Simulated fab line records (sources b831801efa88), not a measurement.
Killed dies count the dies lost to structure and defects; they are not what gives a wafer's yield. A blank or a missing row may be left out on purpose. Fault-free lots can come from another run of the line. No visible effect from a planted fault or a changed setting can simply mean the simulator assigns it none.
Code-filled problem report in 8D (eight disciplines) form | flow gf180mcu | the parts of the form that need people (team, actions taken, sign-off) are left out

== 1. PROBLEM STATEMENT ==
Wafers without a fault read 60.003, standard deviation 0.019; beamEnergyKeV at GF_LVPWELL_IMPLANT_09 reads a mean of 55.444 on 6 wafers belonging to 2 lots. So: -99 or more standard deviations from the usual mean.
Seen first at day 7 06:56 on implanter-04, wafer L328.1. The record holds 18 wafers of 6 lots with a number at this step. Rule for "out" (also "out of limits"): further than 4 standard deviations from the usual mean. All remaining wafers that have a number are taken as sound.

== 2. WHAT IT IS, AND WHAT IT ISN'T ==
question                    | is                     | is not
which readings at this step | beamEnergyKeV          | beamOnS
which lots                  | L328, L330             | L315, L319, L335, L337
which wafers of those lots  | all that have a number | -
read on which tools         | implanter-04           | implanter-01, implanter-03
when                        | from day 7 06:56       | up to then (6 sound wafers); but 6 sound wafers of L335, L337 came after

== 3. WHAT RULES OUT EACH SUSPECT ==
Counting: a tool at a process step up to the reading stays a suspect if it ran every lot that is out and no sound lot after the first of them.
- implanter-04 at GF_LVPWELL_IMPLANT_09: kept. Every lot that is out went through it, starting with L328 (day 7 06:56), and after that it ran no sound lot; the last sound lot it ran before then is L315 (day 4 06:30). Its own beamEnergyKeV readings are out on those wafers.
Left after counting: implanter-04 at GF_LVPWELL_IMPLANT_09.

== 4. THE CAUSE (what the simulator had put in) ==
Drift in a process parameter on implanter-04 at GF_LVPWELL_IMPLANT_09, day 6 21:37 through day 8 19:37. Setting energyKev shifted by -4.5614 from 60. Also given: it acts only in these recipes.
The count eliminated every tool but this one.

== 5. SEQUENCE OF EFFECTS, ordered by route ==
Each row: a reading where the mean over the struck wafers with a number is more than 3 standard deviations away from the usual. Only readings whose record carries a usual standard deviation are examined. hours: median over the lots of the time between each lot's start at the first step of this table that gives one and its start at this step. sigmas: the change, counted in usual standard deviations.
hours | step                  | reading       | usual  | on struck wafers | change | sigmas
0     | GF_LVPWELL_IMPLANT_09 | beamEnergyKeV | 60.003 | 55.444           | -4.559 | -99 or more
Process steps it contains:
- GF_LVPWELL_IMPLANT_09
Later measuring or inspecting steps at which every struck wafer that the step has a row for has a number for every such reading, and none has moved that far: GF_LVPWELL_TW_MEAS_11, GF_MVSD_OVL_MEAS_07, GF_MVSD_TW_MEAS_11, GF_MVPSD_OVL_MEAS_07, GF_MVPSD_TW_MEAS_11.

== 6. WHAT WOULD HAVE CAUGHT IT SOONER ==
In this record the first reading out of limits was taken at day 7 06:56, 9 hours after the fault began at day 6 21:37.
